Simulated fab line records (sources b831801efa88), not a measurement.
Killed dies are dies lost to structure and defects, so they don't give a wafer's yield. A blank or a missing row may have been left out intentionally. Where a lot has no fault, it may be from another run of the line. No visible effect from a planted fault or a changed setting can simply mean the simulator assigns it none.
fab line records / flow sky130 / part 2 of 2: steps 30 to 38 of 38
record: lots: 5 wafers: 15 last-day: 49
route steps=708 shown METAL2@502 VIA2@507 METAL3@532 CAPM@537
lots with no fault: from the same line, run without faults
start-h: start of the lot's first displayed wafer, in hours after the record's first day / wait-h: hours from the lot's prior step to this one / " same as the row above / L1.1+2: one row covering several wafers at once / - no value, or no start given / * or withheld: withheld / < > ~ a bound
route shown NAME@n: NAME is a module with steps in the file, n the number in the route of the first one / usual: average and standard deviation across the fault-free wafers / same: alike in all rows / chamber/n: place in a boat / sites: each site's reading / _std_site: the values' standard deviation / _edge_site: the outer-site mean with the inner-site mean subtracted / radius-mm: how far each site lies from the wafer's centre / mask NAME#n: copy n / behind: the tool/chamber that last shaped the wafer / hold: why the lot went on hold/how many hours it stayed there/how the hold came to an end / device: which transistor (n, p or np) failed to switch / end of line: tests of these same wafers at the route's end / where a step has no rows: the recipe by itself / killed: not the wafer's yield, but the dies lost to structure and defects at the first sort / map: shows each die of a wafer: x if killed, . if not, _ if none is there
set.NAME: the setting the step ran with; set.NAME@STEP: the setting that earlier step ran with / model.NAME: the simulator's own value behind a step, which no gauge read
lots at some steps of the route; a table a step, a row a wafer
services: when a tool's chamber went out of use (start-h, in hours from the record's first day, below 0 if earlier), for how many hours, and the reason
== steps ==
step: SKY_VIA2_CMP_24
recipe: stop-on: SiO2 t-overpolish-s: 20 down-force-psi: 3.5 platen-rpm: 60 target-thk-nm: 0 pad-velocity-m-s: 0.94248
usual: motor-current-A: 11.0/1.2 overpolish-run-s: 20.000/0.0095 slurry-flow-ml-min: 150.1/0.49 time-to-endpoint-s: 101/3.7
lot.wafer=L075.2 tool=cmp-02 chamber=1 start-h=859.32 wait-h=0.0 motor-current-A=10.4 overpolish-run-s=19.999 slurry-flow-ml-min=150.8 time-to-endpoint-s=95
lot.wafer=L075.6 tool=cmp-02 chamber=1 start-h=859.32 wait-h=0.0 motor-current-A=10.8 overpolish-run-s=20.022 slurry-flow-ml-min=150.5 time-to-endpoint-s=98
lot.wafer=L075.5 tool=cmp-02 chamber=2 start-h=859.32 wait-h=0.0 motor-current-A=12.4 overpolish-run-s=20.008 slurry-flow-ml-min=149.9 time-to-endpoint-s=101
lot.wafer=L080.3 tool=cmp-01 chamber=2 start-h=909.67 wait-h=0.1 motor-current-A=10.3 overpolish-run-s=19.999 slurry-flow-ml-min=149.9 time-to-endpoint-s=99
lot.wafer=L080.4 tool=cmp-01 chamber=3 start-h=909.67 wait-h=0.1 motor-current-A=11.2 overpolish-run-s=20.014 slurry-flow-ml-min=150.6 time-to-endpoint-s=101
lot.wafer=L080.1 tool=cmp-01 chamber=1 start-h=909.67 wait-h=0.1 motor-current-A=13.3 overpolish-run-s=19.992 slurry-flow-ml-min=149.6 time-to-endpoint-s=94
lot.wafer=L086.4 tool=cmp-02 chamber=1 start-h=943.04 wait-h=0.0 motor-current-A=9.9 overpolish-run-s=20.008 slurry-flow-ml-min=148.5 time-to-endpoint-s=94
lot.wafer=L086.2 tool=cmp-02 chamber=0 start-h=943.04 wait-h=0.0 motor-current-A=10.3 overpolish-run-s=20.013 slurry-flow-ml-min=150.2 time-to-endpoint-s=97
lot.wafer=L086.5 tool=cmp-02 chamber=2 start-h=943.04 wait-h=0.0 motor-current-A=13.0 overpolish-run-s=20.002 slurry-flow-ml-min=149.8 time-to-endpoint-s=99
lot.wafer=L093.1 tool=cmp-02 chamber=2 start-h=985.48 wait-h=0.3 motor-current-A=12.4 overpolish-run-s=20.017 slurry-flow-ml-min=150.4 time-to-endpoint-s=102
lot.wafer=L093.3 tool=cmp-02 chamber=3 start-h=985.48 wait-h=0.3 motor-current-A=11.9 overpolish-run-s=19.977 slurry-flow-ml-min=150.2 time-to-endpoint-s=97
lot.wafer=L093.5 tool=cmp-02 chamber=1 start-h=985.48 wait-h=0.3 motor-current-A=10.6 overpolish-run-s=19.994 slurry-flow-ml-min=150.5 time-to-endpoint-s=97
lot.wafer=L095.1 tool=cmp-02 chamber=1 start-h=993.43 wait-h=0.1 motor-current-A=10.4 overpolish-run-s=20.011 slurry-flow-ml-min=150.5 time-to-endpoint-s=98
lot.wafer=L095.3 tool=cmp-02 chamber=3 start-h=993.43 wait-h=0.1 motor-current-A=12.4 overpolish-run-s=20.001 slurry-flow-ml-min=150.5 time-to-endpoint-s=101
lot.wafer=L095.5 tool=cmp-02 chamber=1 start-h=993.43 wait-h=0.1 motor-current-A=10.6 overpolish-run-s=20.009 slurry-flow-ml-min=149.7 time-to-endpoint-s=100
step: SKY_METAL3_SPUTTER_00
recipe: material: Ti target-thk-nm: 15 power-w: 3000 time-s: 10 chamber-pressure-pa: 0.4
usual: throttle-valve-pct: 30.7/1.4
lot.wafer=L075.2 tool=pvd-sputter-04 chamber=- start-h=859.62 wait-h=0.2 throttle-valve-pct=28.3
lot.wafer=L075.5 tool=pvd-sputter-04 chamber=- start-h=859.62 wait-h=0.2 throttle-valve-pct=28.6
lot.wafer=L075.6 tool=pvd-sputter-04 chamber=- start-h=859.62 wait-h=0.2 throttle-valve-pct=29.4
lot.wafer=L080.1 tool=pvd-sputter-04 chamber=- start-h=909.97 wait-h=0.1 throttle-valve-pct=29.3
lot.wafer=L080.3 tool=pvd-sputter-04 chamber=- start-h=909.97 wait-h=0.1 throttle-valve-pct=28.5
lot.wafer=L080.4 tool=pvd-sputter-04 chamber=- start-h=909.97 wait-h=0.1 throttle-valve-pct=28.4
lot.wafer=L086.2 tool=pvd-sputter-03 chamber=- start-h=943.34 wait-h=0.1 throttle-valve-pct=31.3
lot.wafer=L086.4 tool=pvd-sputter-03 chamber=- start-h=943.34 wait-h=0.1 throttle-valve-pct=31.2
lot.wafer=L086.5 tool=pvd-sputter-03 chamber=- start-h=943.34 wait-h=0.1 throttle-valve-pct=32.0
lot.wafer=L093.1 tool=pvd-sputter-03 chamber=- start-h=985.68 wait-h=0.1 throttle-valve-pct=31.1
lot.wafer=L093.3 tool=pvd-sputter-03 chamber=- start-h=985.68 wait-h=0.1 throttle-valve-pct=31.6
lot.wafer=L093.5 tool=pvd-sputter-03 chamber=- start-h=985.68 wait-h=0.1 throttle-valve-pct=31.3
lot.wafer=L095.1 tool=pvd-sputter-04 chamber=- start-h=993.73 wait-h=0.2 throttle-valve-pct=28.5
lot.wafer=L095.3 tool=pvd-sputter-04 chamber=- start-h=993.73 wait-h=0.2 throttle-valve-pct=29.7
lot.wafer=L095.5 tool=pvd-sputter-04 chamber=- start-h=993.73 wait-h=0.2 throttle-valve-pct=29.2
step: SKY_METAL3_SPUTTER_01
recipe: material: TiN target-thk-nm: 20 power-w: 6500 time-s: 16.7 chamber-pressure-pa: 0.4
usual: throttle-valve-pct: 30.7/1.4
lot.wafer=L075.2 tool=pvd-sputter-04 chamber=- start-h=859.64 wait-h=0.0 throttle-valve-pct=28.4
lot.wafer=L075.5 tool=pvd-sputter-04 chamber=- start-h=859.64 wait-h=0.0 throttle-valve-pct=28.6
lot.wafer=L075.6 tool=pvd-sputter-04 chamber=- start-h=859.64 wait-h=0.0 throttle-valve-pct=29.5
lot.wafer=L080.1 tool=pvd-sputter-04 chamber=- start-h=909.99 wait-h=0.0 throttle-valve-pct=29.2
lot.wafer=L080.3 tool=pvd-sputter-04 chamber=- start-h=909.99 wait-h=0.0 throttle-valve-pct=28.7
lot.wafer=L080.4 tool=pvd-sputter-04 chamber=- start-h=909.99 wait-h=0.0 throttle-valve-pct=28.6
lot.wafer=L086.2 tool=pvd-sputter-03 chamber=- start-h=943.36 wait-h=0.0 throttle-valve-pct=31.6
lot.wafer=L086.4 tool=pvd-sputter-03 chamber=- start-h=943.36 wait-h=0.0 throttle-valve-pct=31.5
lot.wafer=L086.5 tool=pvd-sputter-03 chamber=- start-h=943.36 wait-h=0.0 throttle-valve-pct=31.9
lot.wafer=L093.1 tool=pvd-sputter-03 chamber=- start-h=985.70 wait-h=0.0 throttle-valve-pct=31.1
lot.wafer=L093.3 tool=pvd-sputter-03 chamber=- start-h=985.70 wait-h=0.0 throttle-valve-pct=31.3
lot.wafer=L093.5 tool=pvd-sputter-03 chamber=- start-h=985.70 wait-h=0.0 throttle-valve-pct=31.3
lot.wafer=L095.1 tool=pvd-sputter-04 chamber=- start-h=993.76 wait-h=0.0 throttle-valve-pct=28.3
lot.wafer=L095.3 tool=pvd-sputter-04 chamber=- start-h=993.76 wait-h=0.0 throttle-valve-pct=29.3
lot.wafer=L095.5 tool=pvd-sputter-04 chamber=- start-h=993.76 wait-h=0.0 throttle-valve-pct=29.6
step: SKY_METAL3_SPUTTER_02
recipe: material: AlCu target-thk-nm: 735 power-w: 10600 time-s: 39.1 chamber-pressure-pa: 0.4
usual: throttle-valve-pct: 30.7/1.4
lot.wafer=L075.2 tool=pvd-sputter-04 chamber=- start-h=859.67 wait-h=0.0 throttle-valve-pct=28.5
lot.wafer=L075.5 tool=pvd-sputter-04 chamber=- start-h=859.67 wait-h=0.0 throttle-valve-pct=28.5
lot.wafer=L075.6 tool=pvd-sputter-04 chamber=- start-h=859.67 wait-h=0.0 throttle-valve-pct=29.4
lot.wafer=L080.1 tool=pvd-sputter-04 chamber=- start-h=910.02 wait-h=0.0 throttle-valve-pct=29.5
lot.wafer=L080.3 tool=pvd-sputter-04 chamber=- start-h=910.02 wait-h=0.0 throttle-valve-pct=28.7
lot.wafer=L080.4 tool=pvd-sputter-04 chamber=- start-h=910.02 wait-h=0.0 throttle-valve-pct=28.5
lot.wafer=L086.2 tool=pvd-sputter-03 chamber=- start-h=943.38 wait-h=0.0 throttle-valve-pct=31.5
lot.wafer=L086.4 tool=pvd-sputter-03 chamber=- start-h=943.38 wait-h=0.0 throttle-valve-pct=31.1
lot.wafer=L086.5 tool=pvd-sputter-03 chamber=- start-h=943.38 wait-h=0.0 throttle-valve-pct=31.6
lot.wafer=L093.1 tool=pvd-sputter-03 chamber=- start-h=985.73 wait-h=0.0 throttle-valve-pct=31.5
lot.wafer=L093.3 tool=pvd-sputter-03 chamber=- start-h=985.73 wait-h=0.0 throttle-valve-pct=31.4
lot.wafer=L093.5 tool=pvd-sputter-03 chamber=- start-h=985.73 wait-h=0.0 throttle-valve-pct=31.0
lot.wafer=L095.1 tool=pvd-sputter-04 chamber=- start-h=993.78 wait-h=0.0 throttle-valve-pct=28.3
lot.wafer=L095.3 tool=pvd-sputter-04 chamber=- start-h=993.78 wait-h=0.0 throttle-valve-pct=29.5
lot.wafer=L095.5 tool=pvd-sputter-04 chamber=- start-h=993.78 wait-h=0.0 throttle-valve-pct=29.4
step: SKY_METAL3_SPUTTER_03
recipe: material: Ti target-thk-nm: 5 power-w: 3000 time-s: 3.3 chamber-pressure-pa: 0.4
usual: throttle-valve-pct: 30.7/1.4
lot.wafer=L075.2 tool=pvd-sputter-04 chamber=- start-h=859.71 wait-h=0.0 throttle-valve-pct=28.8
lot.wafer=L075.5 tool=pvd-sputter-04 chamber=- start-h=859.71 wait-h=0.0 throttle-valve-pct=28.5
lot.wafer=L075.6 tool=pvd-sputter-04 chamber=- start-h=859.71 wait-h=0.0 throttle-valve-pct=29.4
lot.wafer=L080.1 tool=pvd-sputter-04 chamber=- start-h=910.06 wait-h=0.0 throttle-valve-pct=29.7
lot.wafer=L080.3 tool=pvd-sputter-04 chamber=- start-h=910.06 wait-h=0.0 throttle-valve-pct=28.5
lot.wafer=L080.4 tool=pvd-sputter-04 chamber=- start-h=910.06 wait-h=0.0 throttle-valve-pct=28.5
lot.wafer=L086.2 tool=pvd-sputter-03 chamber=- start-h=943.42 wait-h=0.0 throttle-valve-pct=31.6
lot.wafer=L086.4 tool=pvd-sputter-03 chamber=- start-h=943.42 wait-h=0.0 throttle-valve-pct=31.3
lot.wafer=L086.5 tool=pvd-sputter-03 chamber=- start-h=943.42 wait-h=0.0 throttle-valve-pct=31.8
lot.wafer=L093.1 tool=pvd-sputter-03 chamber=- start-h=985.77 wait-h=0.0 throttle-valve-pct=31.2
lot.wafer=L093.3 tool=pvd-sputter-03 chamber=- start-h=985.77 wait-h=0.0 throttle-valve-pct=31.6
lot.wafer=L093.5 tool=pvd-sputter-03 chamber=- start-h=985.77 wait-h=0.0 throttle-valve-pct=31.1
lot.wafer=L095.1 tool=pvd-sputter-04 chamber=- start-h=993.82 wait-h=0.0 throttle-valve-pct=28.5
lot.wafer=L095.3 tool=pvd-sputter-04 chamber=- start-h=993.82 wait-h=0.0 throttle-valve-pct=29.3
lot.wafer=L095.5 tool=pvd-sputter-04 chamber=- start-h=993.82 wait-h=0.0 throttle-valve-pct=29.0
step: SKY_METAL3_SPUTTER_04
recipe: material: TiN target-thk-nm: 70 power-w: 6500 time-s: 58.3 chamber-pressure-pa: 0.4
usual: throttle-valve-pct: 30.7/1.4
lot.wafer=L075.2 tool=pvd-sputter-04 chamber=- start-h=859.73 wait-h=0.0 throttle-valve-pct=28.5
lot.wafer=L075.5 tool=pvd-sputter-04 chamber=- start-h=859.73 wait-h=0.0 throttle-valve-pct=28.6
lot.wafer=L075.6 tool=pvd-sputter-04 chamber=- start-h=859.73 wait-h=0.0 throttle-valve-pct=29.5
lot.wafer=L080.1 tool=pvd-sputter-04 chamber=- start-h=910.08 wait-h=0.0 throttle-valve-pct=29.3
lot.wafer=L080.3 tool=pvd-sputter-04 chamber=- start-h=910.08 wait-h=0.0 throttle-valve-pct=28.5
lot.wafer=L080.4 tool=pvd-sputter-04 chamber=- start-h=910.08 wait-h=0.0 throttle-valve-pct=28.6
lot.wafer=L086.2 tool=pvd-sputter-03 chamber=- start-h=943.44 wait-h=0.0 throttle-valve-pct=31.2
lot.wafer=L086.4 tool=pvd-sputter-03 chamber=- start-h=943.44 wait-h=0.0 throttle-valve-pct=31.2
lot.wafer=L086.5 tool=pvd-sputter-03 chamber=- start-h=943.44 wait-h=0.0 throttle-valve-pct=31.6
lot.wafer=L093.1 tool=pvd-sputter-03 chamber=- start-h=985.79 wait-h=0.0 throttle-valve-pct=31.1
lot.wafer=L093.3 tool=pvd-sputter-03 chamber=- start-h=985.79 wait-h=0.0 throttle-valve-pct=31.6
lot.wafer=L093.5 tool=pvd-sputter-03 chamber=- start-h=985.79 wait-h=0.0 throttle-valve-pct=31.3
lot.wafer=L095.1 tool=pvd-sputter-04 chamber=- start-h=993.84 wait-h=0.0 throttle-valve-pct=28.7
lot.wafer=L095.3 tool=pvd-sputter-04 chamber=- start-h=993.84 wait-h=0.0 throttle-valve-pct=29.4
lot.wafer=L095.5 tool=pvd-sputter-04 chamber=- start-h=993.84 wait-h=0.0 throttle-valve-pct=29.3
step: SKY_CAPM_CVD_00
recipe: material: SiO2 target-thk-nm: 15.5 temp-c: 400 time-s: withheld rf-w: 450
usual: heater-power-w: 687/67
lot.wafer=L075.2 tool=pecvd-03 chamber=0 start-h=859.77 wait-h=0.0 heater-power-w=770
lot.wafer=L075.5 tool=pecvd-03 chamber=1 start-h=859.77 wait-h=0.0 heater-power-w=643
lot.wafer=L075.6 tool=pecvd-03 chamber=2 start-h=859.77 wait-h=0.0 heater-power-w=535
lot.wafer=L080.1 tool=pecvd-03 chamber=1 start-h=910.13 wait-h=0.0 heater-power-w=749
lot.wafer=L080.3 tool=pecvd-03 chamber=0 start-h=910.13 wait-h=0.0 heater-power-w=731
lot.wafer=L080.4 tool=pecvd-03 chamber=0 start-h=910.13 wait-h=0.0 heater-power-w=739
lot.wafer=L086.2 tool=pecvd-04 chamber=2 start-h=943.49 wait-h=0.0 heater-power-w=555
lot.wafer=L086.4 tool=pecvd-04 chamber=0 start-h=943.49 wait-h=0.0 heater-power-w=790
lot.wafer=L086.5 tool=pecvd-04 chamber=2 start-h=943.49 wait-h=0.0 heater-power-w=549
lot.wafer=L093.1 tool=pecvd-02 chamber=0 start-h=985.84 wait-h=0.0 heater-power-w=640
lot.wafer=L093.3 tool=pecvd-02 chamber=2 start-h=985.84 wait-h=0.0 heater-power-w=723
lot.wafer=L093.5 tool=pecvd-02 chamber=0 start-h=985.84 wait-h=0.0 heater-power-w=654
lot.wafer=L095.1 tool=pecvd-04 chamber=0 start-h=993.89 wait-h=0.0 heater-power-w=768
lot.wafer=L095.3 tool=pecvd-04 chamber=1 start-h=993.89 wait-h=0.0 heater-power-w=748
lot.wafer=L095.5 tool=pecvd-04 chamber=2 start-h=993.89 wait-h=0.0 heater-power-w=658
step: SKY_CAPM_THK_MEAS_01
recipe: reads: SiO2_of_CAPM_CVD_00
usual: CAPM_CVD_00_THK: 15.38/0.22
lot.wafer=L075.2 tool=film-metro-04 chamber=- start-h=859.81 wait-h=- CAPM_CVD_00_THK[nm]=15.38
lot.wafer=L075.5 tool=film-metro-04 chamber=- start-h=859.81 wait-h=- CAPM_CVD_00_THK[nm]=15.65
lot.wafer=L075.6 tool=film-metro-04 chamber=- start-h=859.81 wait-h=- CAPM_CVD_00_THK[nm]=15.32
lot.wafer=L080.1 tool=film-metro-04 chamber=- start-h=910.15 wait-h=- CAPM_CVD_00_THK[nm]=15.02
lot.wafer=L080.3 tool=film-metro-04 chamber=- start-h=910.15 wait-h=- CAPM_CVD_00_THK[nm]=15.45
lot.wafer=L080.4 tool=film-metro-04 chamber=- start-h=910.15 wait-h=- CAPM_CVD_00_THK[nm]=15.48
lot.wafer=L086.2 tool=film-metro-04 chamber=- start-h=943.52 wait-h=- CAPM_CVD_00_THK[nm]=15.35
lot.wafer=L086.4 tool=film-metro-04 chamber=- start-h=943.52 wait-h=- CAPM_CVD_00_THK[nm]=15.63
lot.wafer=L086.5 tool=film-metro-04 chamber=- start-h=943.52 wait-h=- CAPM_CVD_00_THK[nm]=15.53
lot.wafer=L093.1 tool=film-metro-03 chamber=- start-h=985.86 wait-h=- CAPM_CVD_00_THK[nm]=15.19
lot.wafer=L093.3 tool=film-metro-03 chamber=- start-h=985.86 wait-h=- CAPM_CVD_00_THK[nm]=15.15
lot.wafer=L093.5 tool=film-metro-03 chamber=- start-h=985.86 wait-h=- CAPM_CVD_00_THK[nm]=15.63
lot.wafer=L095.1 tool=film-metro-03 chamber=- start-h=993.91 wait-h=- CAPM_CVD_00_THK[nm]=15.15
lot.wafer=L095.3 tool=film-metro-03 chamber=- start-h=993.91 wait-h=- CAPM_CVD_00_THK[nm]=15.41
lot.wafer=L095.5 tool=film-metro-03 chamber=- start-h=993.91 wait-h=- CAPM_CVD_00_THK[nm]=15.52
step: SKY_CAPM_SPUTTER_02
recipe: material: TiN target-thk-nm: 200 temp-c: 300 power-w: 6500 time-s: 166.7 chamber-pressure-pa: 0.4
usual: throttle-valve-pct: 30.5/1.4
lot.wafer=L075.2 tool=pvd-sputter-01 chamber=- start-h=859.86 wait-h=0.0 throttle-valve-pct=31.3
lot.wafer=L075.5 tool=pvd-sputter-01 chamber=- start-h=859.86 wait-h=0.0 throttle-valve-pct=32.2
lot.wafer=L075.6 tool=pvd-sputter-01 chamber=- start-h=859.86 wait-h=0.0 throttle-valve-pct=30.5
lot.wafer=L080.1 tool=pvd-sputter-03 chamber=- start-h=910.21 wait-h=0.1 throttle-valve-pct=31.4
lot.wafer=L080.3 tool=pvd-sputter-03 chamber=- start-h=910.21 wait-h=0.1 throttle-valve-pct=31.7
lot.wafer=L080.4 tool=pvd-sputter-03 chamber=- start-h=910.21 wait-h=0.1 throttle-valve-pct=31.3
lot.wafer=L086.2 tool=pvd-sputter-04 chamber=- start-h=943.57 wait-h=0.0 throttle-valve-pct=32.1
lot.wafer=L086.4 tool=pvd-sputter-04 chamber=- start-h=943.57 wait-h=0.0 throttle-valve-pct=28.7
lot.wafer=L086.5 tool=pvd-sputter-04 chamber=- start-h=943.57 wait-h=0.0 throttle-valve-pct=28.5
lot.wafer=L093.1 tool=pvd-sputter-04 chamber=- start-h=985.92 wait-h=0.1 throttle-valve-pct=32.2
lot.wafer=L093.3 tool=pvd-sputter-04 chamber=- start-h=985.92 wait-h=0.1 throttle-valve-pct=28.3
lot.wafer=L093.5 tool=pvd-sputter-04 chamber=- start-h=985.92 wait-h=0.1 throttle-valve-pct=32.3
lot.wafer=L095.1 tool=pvd-sputter-01 chamber=- start-h=993.97 wait-h=0.1 throttle-valve-pct=31.7
lot.wafer=L095.3 tool=pvd-sputter-01 chamber=- start-h=993.97 wait-h=0.1 throttle-valve-pct=29.5
lot.wafer=L095.5 tool=pvd-sputter-01 chamber=- start-h=993.97 wait-h=0.1 throttle-valve-pct=29.7
== services ==
tool=krf-scanner-01 chamber=- start-h=806.75 hours=0.8 kind=pm
tool=rie-diel-04 chamber=- start-h=806.80 hours=11.1 kind=repair
tool=krf-scanner-01 chamber=- start-h=809.73 hours=1.0 kind=pm
tool=krf-scanner-01 chamber=- start-h=820.16 hours=8.6 kind=repair
tool=krf-scanner-01 chamber=- start-h=839.62 hours=0.2 kind=repair
tool=pvd-sputter-03 chamber=- start-h=841.83 hours=1.0 kind=repair
tool=krf-scanner-01 chamber=- start-h=850.03 hours=4.0 kind=repair
tool=cmp-01 chamber=- start-h=864.45 hours=6.7 kind=pm
tool=wet-bench-04 chamber=- start-h=880.89 hours=4.4 kind=repair
tool=cmp-02 chamber=- start-h=896.10 hours=2.9 kind=repair
tool=plasma-asher-01 chamber=- start-h=901.72 hours=17.5 kind=repair
tool=cvd-w-01 chamber=- start-h=904.00 hours=14.0 kind=pm
tool=cmp-01 chamber=- start-h=905.01 hours=0.5 kind=repair
tool=rie-diel-04 chamber=- start-h=905.36 hours=1.4 kind=repair
tool=pvd-sputter-04 chamber=- start-h=909.22 hours=0.7 kind=repair
tool=krf-scanner-01 chamber=- start-h=910.74 hours=1.3 kind=pm
tool=cmp-02 chamber=- start-h=912.23 hours=4.0 kind=pm
tool=cmp-02 chamber=- start-h=913.34 hours=1.3 kind=repair
tool=wet-bench-04 chamber=- start-h=922.18 hours=2.4 kind=repair
tool=rie-diel-04 chamber=1 start-h=946.62 hours=46.5 kind=repair
tool=plasma-asher-02 chamber=- start-h=959.31 hours=0.7 kind=repair
tool=plasma-asher-02 chamber=- start-h=965.14 hours=0.4 kind=repair
tool=plasma-asher-02 chamber=- start-h=974.33 hours=7.7 kind=pm
tool=plasma-asher-02 chamber=- start-h=988.45 hours=8.2 kind=repair
